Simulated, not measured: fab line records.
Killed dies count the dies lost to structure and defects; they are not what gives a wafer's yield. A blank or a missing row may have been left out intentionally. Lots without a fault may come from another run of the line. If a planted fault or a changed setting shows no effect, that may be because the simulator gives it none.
Struck lot and sound lot, side by side ; flow sfq_line ; 14 out of 325 route steps
Sound: the wafers L733.1, L733.2, L733.3. Wafers struck: L740.1, L740.2, L740.3. Last of all comes the cause.
Per side, at each step with rows, come the tool, then ch with its chambers, and then its first start. Under that, the readings that differ: sound wafers ; struck wafers ; difference of the means ; sigmas: that difference in standard deviations of wafers without a fault.
alike: readings with means less than 2 such deviations apart, plus words and numbers identical on both sides. not compared: withheld readings, readings lacking a value on some wafer, bounds such as >300 that could conceal the same value, and numbers that have no deviation in the record and whose values overlap.
The two part at a step that has a row with sigmas, a row that says differs or no value, or rows on one side only. When numbers do not overlap yet have no deviation, they are printed without sigmas and do not part them. A reading missing from all wafers of one side parts the sides only when that side holds two or more wafers.

SFQ_M6_OVL_MEAS_940:
  sound on overlay-01 at day 66 08:23; struck on overlay-02 at day 69 05:47
  alike: M6_OVL
SFQ_TRILAYER_M6_BARC_OPEN_METAL_ETCH_206: etches BARC in O2, target depth 125 nm, time 41.7 s.
  sound on rie_metal-01 ch 0,1, day 66 08:26; struck on rie_metal-03 ch 0,1, day 69 05:50
  alike: chamber_pressure_mTorr, drypump_motor_current_A, he_backside_leak_sccm, oes_product_au
  not compared: rf_hours_counter_h
SFQ_TRILAYER_M6_ETCH_METAL_ETCH_162: etches Nb in Cl2/Ar, stops on SiO2, target depth 240 nm, time 120 s.
  sound on rie_metal-01 ch 0,1, day 66 08:29; struck on rie_metal-03 ch 0,1, day 69 05:53
  alike: chamber_pressure_mTorr, drypump_motor_current_A, he_backside_leak_sccm, oes_product_au
  not compared: rf_hours_counter_h
then, 2 steps without rows for these wafers: SFQ_TRILAYER_M6_STRIP_STRIP_163 (strips in O2); SFQ_TRILAYER_M6_STRIP_SOLV_CLEAN_164 (cleans in NMP, time 600 s).
SFQ_TRILAYER_I6_DEP_PECVD_165: deposits SiO2 from SiH4/N2O, time 111.11 s, target thk 500 nm.
  sound on pecvd-01 ch 0,1,2, day 66 09:23; struck on pecvd-03 ch 0,1,2, day 69 06:48
  alike: heater_power_outer_w, heater_power_w, throttle_valve_pct
SFQ_TRILAYER_I6_CMP_CMP_166: polishes SiO2.
  sound on cmp-02 ch 0,1,3, day 66 09:28; struck on cmp-02 ch 0,1,2, day 69 07:23
  alike: motor_current_A, retaining_ring_pressure_frac, time_to_endpoint_s
SFQ_I6_BOW_MEAS_941:
  sound on film_metro-04 at day 66 12:28; struck on film_metro-01 at day 69 09:53
  alike: I6_BOW
SFQ_TRILAYER_I6_METRO_MEASURE_167:
  sound on film_metro-04 at day 66 12:35; struck on film_metro-01 at day 69 10:00
  alike: thk_nm
then, 3 steps without rows for these wafers: SFQ_TRILAYER_I6_VIA_LITHO_COAT_174 (resist thk 62 nm); SFQ_TRILAYER_I6_VIA_LITHO_COAT_169 (resist thk 650 nm); SFQ_TRILAYER_I6_VIA_LITHO_SOFTBAKE_173.
-- the record jumps here: 4 days lie between the struck wafers' starts before and after --
SFQ_TRILAYER_I6_VIA_LITHO_EXPOSE_170: exposes mask I6, target cd 700 nm.
  struck on krf_scanner-02, day 73 10:03; sound on krf_scanner-01 ch 0, day 71 03:13
  no value came back on the struck wafers for exposure_dose_mJ_cm2, focus_offset_nm (nm), sigma_outer; on the sound wafers exposure_dose_mJ_cm2 reads 21.307 21.326 21.324
  alike: mask
then, 1 step without rows for these wafers: SFQ_TRILAYER_I6_VIA_LITHO_PEB_172 (peb time 60 s).

WHERE THEY PART
SFQ_TRILAYER_I6_VIA_LITHO_EXPOSE_170 only, going by this record.

WHY: what had been put in by the simulator
Skipped step whole: krf_scanner-02, from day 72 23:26 on, at SFQ_TRILAYER_I6_VIA_LITHO_EXPOSE_170. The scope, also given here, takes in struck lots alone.
